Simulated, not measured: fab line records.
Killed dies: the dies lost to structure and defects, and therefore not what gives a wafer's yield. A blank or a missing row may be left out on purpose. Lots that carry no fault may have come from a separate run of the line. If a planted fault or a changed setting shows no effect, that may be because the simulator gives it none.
fab line records	flow sky130
record lots=6	wafers=18	lastDay=48
route steps=708 shown DNWELL@35 PWDE@45 PAD_OPEN@708
lots untouched by any fault: they come from a run of this same line in which no faults occurred
startH: the number of hours between the record's first day and the start of the first shown wafer of the lot	waitH: hours elapsed since this lot's preceding step	" the same as in the row above	L1.1+2: a row that stands for several wafers	- value missing, or start not given	* or withheld: withheld	< > ~ a bound
route shown NAME@n: a module of which the file shows steps, and the number in the route of the first	usual: mean/standard deviation of fault-free wafers	same: alike in all rows	chamber/n: place in a boat	sites: per-site readings	_std_site: their standard deviation	_edge_site: inner sites' mean taken away from outer sites' mean	radiusMm: how far each site lies from the wafer's centre	mask NAME#n: copy n	behind: tool/chamber where the wafer was last shaped	hold: why the lot went on hold/how many hours it stayed there/how the hold came to an end	device: transistor that didn't switch, given as n, p or np	end of line: the tests these same wafers got at the end of their route	for a step that has no rows: nothing shown but its recipe	killed: at the first sort, the dies lost to defects and structure; wafer yield is something else	map: per-die view of a wafer (x killed, . not killed, _ where there is no die)
set.NAME: the setting the step ran with; set.NAME@STEP: the setting that earlier step ran with	model.NAME: the simulator's own value behind a step, which no gauge read
lots at some steps of the route; a table a step, a row a wafer
services: the hour from which a tool's chamber was out of use, counted from the record's first day as startH (under 0 if before that day), plus the number of hours and why
## steps
# step SKY_DNWELL_DEHYDRATE_00
# recipe tempC=200	timeS=60
# step SKY_DNWELL_HMDS_01
# recipe primeTimeS=60	primeTempC=120
# step SKY_DNWELL_COAT_02
# recipe spinRpm=2000	resistThkNm=3000
# step SKY_DNWELL_SOFTBAKE_03
# recipe tempC=110	timeS=withheld
# step SKY_DNWELL_EXPOSE_04
# recipe maskId=DNM	na=0.57	targetCdNm=3000	doseMj=222
# step SKY_DNWELL_PEB_05
# recipe tempC=115	timeS=withheld
# step SKY_DNWELL_DEVELOP_06
# recipe wallAngleDeg=90	developer=TMAH	developTimeS=60	devTempC=23
# step SKY_DNWELL_IMPLANT_07
# recipe species=P	energyKev=withheld	doseCm2=withheld	tiltDeg=withheld
# step SKY_DNWELL_STRIP_08
# recipe chemistry=O2/N2	powerW=1400	pressureMtorr=1500	platenTempC=withheld	o2FlowSccm=3000	n2FlowSccm=300	overashFraction=0.5
# usual chamberPressureMTorr=1500.0/1.2	drypumpMotorCurrentA=5.7/0.32	oesProductAu=0.722/0.0046	stripTimeToEndpointS=36.94/0.11
lot.wafer	tool	chamber	startH	waitH	chamberPressureMTorr	drypumpMotorCurrentA	oesProductAu	rfHoursCounterH	stripTimeToEndpointS
L366.1	plasmaAsher-03	1	61.69	0.1	1502.0	5.8	0.722	25	36.78
L366.2	"	0	"	"	1500.6	6.2	0.713	25	36.79
L366.6	"	1	"	"	1499.6	5.8	0.720	-	36.90
L368.2	plasmaAsher-03	0	80.99	0.1	1501.4	6.2	0.725	27	36.81
L368.4	"	1	"	"	1502.1	5.8	0.729	-	36.88
L368.6	"	1	"	"	1497.9	5.8	0.719	-	36.82
L372.2	plasmaAsher-03	0	95.79	0.1	1499.6	6.2	0.722	29	36.96
L372.3	"	0	"	"	1500.4	6.2	0.720	-	37.22
L372.5	"	1	"	"	1501.1	5.8	0.720	-	37.13
L374.3	plasmaAsher-02	1	100.81	0.1	1499.6	5.9	0.722	-	36.84
L374.4	"	0	"	"	1499.3	5.1	0.726	-	36.99
L374.5	"	1	"	"	1502.3	5.9	0.714	-	36.79
L375.4	plasmaAsher-02	0	109.81	0.1	1500.3	5.2	0.732	-	36.78
L375.5	"	1	"	"	1499.4	5.9	0.723	-	37.06
L375.6	"	0	"	"	1500.9	5.1	0.719	-	36.86
L377.1	plasmaAsher-02	1	119.88	0.1	1500.9	5.9	0.720	45	37.06
L377.4	"	1	"	"	1499.7	5.9	0.720	-	37.08
L377.5	"	0	"	"	1501.4	5.1	0.722	-	37.04
# step SKY_DNWELL_TW_MEAS_09
# usual DNWELL_TW=1122/7.7
lot.wafer	tool	chamber	startH	waitH	DNWELL_TW
L366.1	filmMetro-04	-	61.79	0.1	1128
L366.2	"	-	"	"	1131
L366.6	"	-	"	"	1135
L368.2	filmMetro-04	-	81.10	0.1	1127
L368.4	"	-	"	"	1125
L368.6	"	-	"	"	1121
L372.2	filmMetro-04	-	95.90	0.1	1124
L372.3	"	-	"	"	1125
L372.5	"	-	"	"	1122
L374.3	filmMetro-04	-	100.90	0.1	1122
L374.4	"	-	"	"	1121
L374.5	"	-	"	"	1121
L375.4	filmMetro-04	-	109.91	0.1	1126
L375.5	"	-	"	"	1124
L375.6	"	-	"	"	1121
L377.1	filmMetro-02	-	119.98	0.1	1119
L377.4	"	-	"	"	1109
L377.5	"	-	"	"	1109
# step SKY_PWDE_DEHYDRATE_00
# recipe tempC=200	timeS=60
# step SKY_PWDE_HMDS_01
# recipe primeTimeS=60	primeTempC=120
# step SKY_PWDE_COAT_02
# recipe spinRpm=2000	resistThkNm=3000
lot.wafer	tool	chamber	startH	waitH	model.coat_of_PWDE_COAT_02.thkNm
L366.1	lithoTrack-03	0	68.45	0.1	3010
L366.2	"	0	"	"	3005
L366.6	"	0	"	"	3007
L368.2	lithoTrack-02	0	89.36	0.1	3008
L368.4	"	0	"	"	3013
L368.6	"	0	"	"	3016
L372.2	lithoTrack-03	0	103.97	0.1	2988
L372.3	"	0	"	"	2990
L372.5	"	0	"	"	2997
L374.3	lithoTrack-02	0	109.98	0.1	1238
L374.4	"	0	"	"	1233
L374.5	"	0	"	"	1240
L375.4	lithoTrack-03	0	118.22	0.1	2999
L375.5	"	0	"	"	3001
L375.6	"	0	"	"	2991
L377.1+4	lithoTrack-02	0	129.33	0.1	1232
L377.5	"	0	"	"	1233
# step SKY_PWDE_SOFTBAKE_03
# recipe tempC=110	timeS=withheld
# step SKY_PWDE_EXPOSE_04
# recipe maskId=PWDEM	na=0.6	sourceShape=conventional	sigmaOuter=0.6	polarization=unpolarized	targetCdNm=840	doseMj=214
# step SKY_PWDE_PEB_05
# recipe tempC=115	timeS=withheld
# step SKY_PWDE_DEVELOP_06
# recipe wallAngleDeg=90	developer=TMAH	developTimeS=60	devTempC=23
lot.wafer	tool	chamber	startH	waitH	model.coat_of_PWDE_COAT_02.thkNm
L366.1	lithoTrack-04	0	-	-	3006
L366.2	"	0	"	"	3001
L366.6	"	0	"	"	3003
L368.2	lithoTrack-02	0	-	-	3004
L368.4	"	0	"	"	3009
L368.6	"	0	"	"	3012
L372.2	lithoTrack-02	0	-	-	2984
L372.3	"	0	"	"	2986
L372.5	"	0	"	"	2993
L374.3	lithoTrack-02	0	-	-	1233
L374.4	"	0	"	"	1229
L374.5	"	0	"	"	1236
L375.4	lithoTrack-03	0	-	-	2995
L375.5	"	0	"	"	2997
L375.6	"	0	"	"	2987
L377.1+4	lithoTrack-03	0	-	-	1228
L377.5	"	0	"	"	1229
# step SKY_PWDE_OVL_MEAS_07
# usual PWDE_OVL=-0.5/1.3
lot.wafer	tool	chamber	startH	waitH	PWDE_OVL[nm]
L366.1	overlay-01	-	76.69	-	-3.6
L366.2	"	-	"	"	-1.4
L366.6	"	-	"	"	-2.8
L368.2	overlay-01	-	97.79	-	-0.7
L368.4	"	-	"	"	1.9
L368.6	"	-	"	"	2.2
L372.2	overlay-02	-	113.49	-	-0.8
L372.3	"	-	"	"	-0.5
L372.5	"	-	"	"	-1.3
L374.3	overlay-01	-	118.79	-	-2.4
L374.4	"	-	"	"	0.2
L374.5	"	-	"	"	-2.7
L375.4	overlay-01	-	127.92	-	-2.7
L375.5	"	-	"	"	-2.0
L375.6	"	-	"	"	-0.9
L377.1	overlay-02	-	138.50	-	2.2
L377.4	"	-	"	"	0.3
L377.5	"	-	"	"	-0.6
# step SKY_PWDE_IMPLANT_08
# recipe species=B	energyKev=150	doseCm2=3.6e+12	tiltDeg=withheld
# step SKY_PWDE_STRIP_09
# recipe chemistry=O2/N2	powerW=1400	pressureMtorr=1500	platenTempC=withheld	o2FlowSccm=3000	n2FlowSccm=300	overashFraction=0.5
# usual chamberPressureMTorr=1499.9/1.5	drypumpMotorCurrentA=5.7/0.53	oesProductAu=0.723/0.0047	stripTimeToEndpointS=36.94/0.11
lot.wafer	tool	chamber	startH	waitH	chamberPressureMTorr	drypumpMotorCurrentA	oesProductAu	rfHoursCounterH	stripTimeToEndpointS
L366.1	plasmaAsher-03	0	76.88	0.1	1499.9	6.2	0.725	26	37.03
L366.2	"	1	"	"	1499.4	5.8	0.720	26	36.98
L366.6	"	1	"	"	1502.3	5.8	0.727	-	37.00
L368.2	plasmaAsher-03	1	97.97	0.1	1499.9	5.8	0.725	29	37.01
L368.4	"	0	"	"	1503.7	6.2	0.727	-	37.07
L368.6	"	0	"	"	1501.7	6.2	0.719	-	37.09
L372.2	plasmaAsher-02	0	113.67	0.1	1497.8	5.1	0.730	44	36.78
L372.3	"	0	"	"	1502.1	5.1	0.728	-	36.80
L372.5	"	1	"	"	1499.5	5.9	0.721	-	36.87
L374.3	plasmaAsher-02	1	119.00	0.1	1498.2	5.9	0.713	-	16.35
L374.4	"	0	"	"	1500.4	5.1	0.711	-	16.30
L374.5	"	1	"	"	1497.9	5.9	0.714	-	16.31
L375.4	plasmaAsher-04	1	128.12	0.1	1500.2	4.8	0.717	-	36.89
L375.5	"	0	"	"	1499.0	6.3	0.717	-	36.92
L375.6	"	1	"	"	1501.4	4.8	0.721	-	36.80
L377.1	plasmaAsher-04	1	138.68	0.1	1498.3	4.8	0.718	2	16.27
L377.4	"	0	"	"	1501.2	6.3	0.712	-	16.29
L377.5	"	1	"	"	1499.2	4.8	0.712	-	16.29
# step SKY_PWDE_TW_MEAS_10
# usual PWDE_TW=376.1/2.7
lot.wafer	tool	chamber	startH	waitH	PWDE_TW
L366.1	filmMetro-03	-	76.98	0.1	377.3
L366.2	"	-	"	"	378.4
L366.6	"	-	"	"	378.7
L368.2	filmMetro-04	-	98.08	0.1	377.2
L368.4	"	-	"	"	379.2
L368.6	"	-	"	"	377.4
L372.2	filmMetro-04	-	113.78	0.1	374.1
L372.3	"	-	"	"	376.9
L372.5	"	-	"	"	378.2
L374.3	filmMetro-04	-	119.09	0.1	377.8
L374.4	"	-	"	"	377.3
L374.5	"	-	"	"	378.5
L375.4	filmMetro-02	-	128.21	0.1	372.3
L375.5	"	-	"	"	372.1
L375.6	"	-	"	"	371.8
L377.1	filmMetro-03	-	138.78	0.1	376.8
L377.4	"	-	"	"	379.6
L377.5	"	-	"	"	379.0
# step SKY_PAD_OPEN_PROBE_99
# usual killed_at_M0_to_M3=43/7.4	killed_at_M4_up=3.1/1.8	killedAtContacts=26/5.6	killedAtFrontEnd=15/4.9	killedAtOther=0.2/0.44	killedDies=87/10	killedOnRim=17/3.7	killedOpen=48/7.6	killedShort=39/6.2
# same grossDies=492	killedAtBackSide=0
lot.wafer	tool	chamber	startH	waitH	killed_at_M0_to_M3	killed_at_M4_up	killedAtContacts	killedAtFrontEnd	killedAtOther	killedDies	killedOnRim	killedOpen	killedShort
L366.1	prober-01	-	1087.01	0.1	42	6	26	19	1	94	21	54	40
L366.2	prober-01	-	1087.06	0.1	54	1	28	15	0	98	22	55	43
L366.6	prober-01	-	1087.26	0.2	43	3	29	15	1	91	20	49	42
L374.3	prober-01	-	1125.67	0.2	39	4	27	242	0	312	87	38	40
L374.4	prober-01	-	1125.72	0.2	32	6	40	232	0	310	92	58	35
L374.5	prober-01	-	1125.77	0.2	35	2	36	243	0	316	90	53	34
L375.4	prober-01	-	1139.31	0.2	31	4	25	15	0	75	13	39	35
L375.5	prober-01	-	1139.36	0.2	53	2	22	13	0	90	11	46	44
L375.6	prober-01	-	1139.41	0.2	31	2	28	8	0	69	11	43	26
L377.1	prober-01	-	1144.95	0.1	48	5	14	247	0	314	93	49	28
L377.4	prober-01	-	1145.10	0.2	47	3	18	260	0	328	93	36	42
L377.5	prober-01	-	1145.15	0.2	41	3	24	247	1	316	89	47	29
# killed by level:class
L366.1 VIA1:geometricParticle:open=11 CONTACT:geometricParticle:open=10 VIA2:geometricParticle:open=7 LI_CONTACT:geometricParticle:open=6 VIA3:geometricParticle:open=6 FIELD_ISO:geometricParticle:open=5 LOCAL_INTERCONNECT:geometricParticle:short=5 METAL2:geometricParticle:short=5
L366.2 VIA1:geometricParticle:open=11 LI_CONTACT:geometricParticle:open=9 CONTACT:geometricParticle:open=9 VIA3:geometricParticle:open=8 METAL2:geometricParticle:short=7 VIA2:geometricParticle:open=6 POLY_GATE:geometricParticle:short=4 VIA2:geometricParticle:short=4
L366.6 VIA1:geometricParticle:open=11 LI_CONTACT:geometricParticle:open=9 CONTACT:geometricParticle:open=9 POLY_GATE:geometricParticle:short=6 CONTACT:geometricParticle:short=6 METAL1:geometricParticle:short=5 POLY_GATE:geometricParticle:open=4 VIA2:geometricParticle:short=4
L374.3 PWDE:areaExpose=233 CONTACT:geometricParticle:open=11 METAL1:geometricParticle:short=8 VIA1:geometricParticle:open=8 METAL2:geometricParticle:short=6 LI_CONTACT:geometricParticle:open=5 CONTACT:geometricParticle:short=5 LOCAL_INTERCONNECT:geometricParticle:short=4
L374.4 PWDE:areaExpose=217 CONTACT:geometricParticle:open=18 LI_CONTACT:geometricParticle:open=9 VIA1:geometricParticle:open=8 CONTACT:geometricParticle:short=7 VIA3:geometricParticle:open=5 VIA2:geometricParticle:open=4 VIA3:geometricParticle:short=4
L374.5 PWDE:areaExpose=229 CONTACT:geometricParticle:open=15 VIA1:geometricParticle:open=10 FIELD_ISO:geometricParticle:short=8 LI_CONTACT:geometricParticle:open=7 VIA1:geometricParticle:short=6 VIA2:geometricParticle:open=6 LOCAL_INTERCONNECT:geometricParticle:short=5
L375.4 CONTACT:geometricParticle:open=11 METAL1:geometricParticle:short=6 POLY_GATE:geometricParticle:short=4 CONTACT:geometricParticle:short=4 METAL2:geometricParticle:short=4 VIA2:geometricParticle:open=4 VIA3:geometricParticle:open=4 POLY_GATE:geometricParticle:open=3
L375.5 METAL2:geometricParticle:short=11 VIA1:geometricParticle:open=9 CONTACT:geometricParticle:open=8 VIA3:geometricParticle:open=7 LI_CONTACT:geometricParticle:open=5 METAL1:geometricParticle:short=5 VIA2:geometricParticle:open=5 METAL3:geometricParticle:short=5
L375.6 CONTACT:geometricParticle:open=12 LI_CONTACT:geometricParticle:open=10 VIA1:geometricParticle:open=8 VIA2:geometricParticle:open=7 METAL1:geometricParticle:short=5 CONTACT:geometricParticle:short=4 METAL2:geometricParticle:short=3 VIA2:geometricParticle:short=3
L377.1 PWDE:areaExpose=237 VIA2:geometricParticle:open=11 VIA1:geometricParticle:open=10 CONTACT:geometricParticle:open=7 METAL1:geometricParticle:short=5 METAL2:geometricParticle:short=5 VIA3:geometricParticle:open=5 METAL4:geometricParticle:short=4
L377.4 PWDE:areaExpose=250 VIA2:geometricParticle:open=9 VIA1:geometricParticle:open=8 LI_CONTACT:geometricParticle:open=5 LOCAL_INTERCONNECT:geometricParticle:short=5 METAL1:geometricParticle:short=5 VIA1:geometricParticle:short=5 METAL2:geometricParticle:short=5
L377.5 PWDE:areaExpose=240 VIA1:geometricParticle:open=13 CONTACT:geometricParticle:open=9 LI_CONTACT:geometricParticle:open=6 VIA1:geometricParticle:short=6 VIA2:geometricParticle:open=6 VIA3:geometricParticle:open=6 FIELD_ISO:geometricParticle:open=3
# map L374.5 (x killed, . not)
__________xxxxxxxxxx_________
________xxxxx.xxxxxxxx_______
______xxxxxxx..xxxxxxxxx_____
_____xxxxxxx..x.xxxxxxx.x____
____xx.x.xxxxx.x..xx..xxxx___
___xxxxx..xxx......xxxxxxxx__
__xx.x.......xxx.xxxxxx.xxxx_
_xxxxxxxx.x.x...x...xxxx..xxx
_xxxxx.xx.x.......x.x...x.xxx
_xxxxxx.x..x.x..xx..x.xxxxxxx
_xx.xxx....x.......x...x...xx
_xxxx.x.......x........x....x
_xxx.xx...x....xx..x....xxxxx
_.xxx...xx..x.......x.xxx.xxx
_x.xxxxxxxx.xx......xxxxxxx.x
__xxxxxx.x..xx.x.x...x.xxxxx_
___xx.xxx.x...x.x...xx.xxxx__
____xxxxxxx.x.xx.x...xx.xx___
_____xxxx.xxxx..x.x..xxxx____
______xxxxxx.xxxxxxxxxxx_____
________xxxxxxxxxxx.xx_______
__________x.xxxxxxxx_________
# map L377.4 (x killed, . not)
__________xxxxxxxxxx_________
________xxx.xxxxxxxxxx_______
______xxxxxxxxxxxxxxxxxx_____
_____xxxxx.xx..x...xxxx.x____
____xxxxxxx.....xx..xxx.xx___
___xxxxxxx.xxx..x.x..xxxxxx__
__xxxxxxx.xx..x......x.xxxxx_
_xxxxxxx.xx.....x....xxx.xxxx
_.xxxxxxx..x.x.xx....xxxxxxxx
_xxxxx..............x.....xxx
_xxxxx.xxxx.xxx....x.x.x.x.xx
_xxxxxxx.x..x....xx...x..xxxx
_xxxxxxxx........x...x.xxxxxx
_xxxx.x..xx.x.x.xx.x.xx.xxxxx
_xxxxxx.x....x...x.......xxxx
__xxx.xxxxxx.......x...xxxxx_
___xxx..xx...x.x...xxxxxx.x__
____xx.xxxx..xx..xxxxxxxxx___
_____xxxxxx.x...x.xx...xx____
______xxxxxxxx.xxxxxxxxx_____
________xxxxxxxxxxxxxx_______
__________xxxxxxxxxx_________
## services
tool	chamber	startH	hours	kind
plasmaAsher-02	-	73.61	7.6	pm
plasmaAsher-02	-	87.62	2.6	repair
plasmaAsher-04	-	108.75	9.0	pm
plasmaAsher-04	0	108.75	9.0	ventCycle
plasmaAsher-04	1	108.75	9.0	ventCycle
plasmaAsher-04	0	117.75	-	clean
plasmaAsher-04	1	117.75	-	clean
plasmaAsher-03	-	120.57	0.9	repair
## key
firstSign step=SKY_PWDE_STRIP_09	reading=stripTimeToEndpointS	direction=down	sigmas=99+	usual=*	struck=*
effect step=SKY_PAD_OPEN_PROBE_99	reading=killedAtFrontEnd	direction=up	sigmas=47	usual=15	struck=245
modelEffect step=SKY_PWDE_COAT_02	value=coat_of_PWDE_COAT_02.thkNm	without=2999	struck=1235
modelEffect step=SKY_PWDE_DEVELOP_06	value=coat_of_PWDE_COAT_02.thkNm	without=2995	struck=1230
moreKillsBornAt SKY_PWDE_EXPOSE_04@ilineStepper-02=1406
metAt SKY_PWDE_COAT_02
struckWafers L374.3,L374.4,L374.5,L377.1,L377.4,L377.5
testerLeftOut L374,L377
onsetBetween 89.36 109.98
fault kind=processParameterDrift	tool=lithoTrack-02	chamber=-	onsetH=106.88	steps=SKY_PWDE_COAT_02	channel=resistThkNm	offset=-1765	shape=step	endH=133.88	actsIn=theseRecipesOnly	stated=3000
# testerLeftOut: of these lots the tester's yield and bins aren't shown, on N5 and GAA mostly nor the transistor test; their killed dies are dies lost to structure and defects alone, not to doping, threshold or leakage, so they don't give the yield
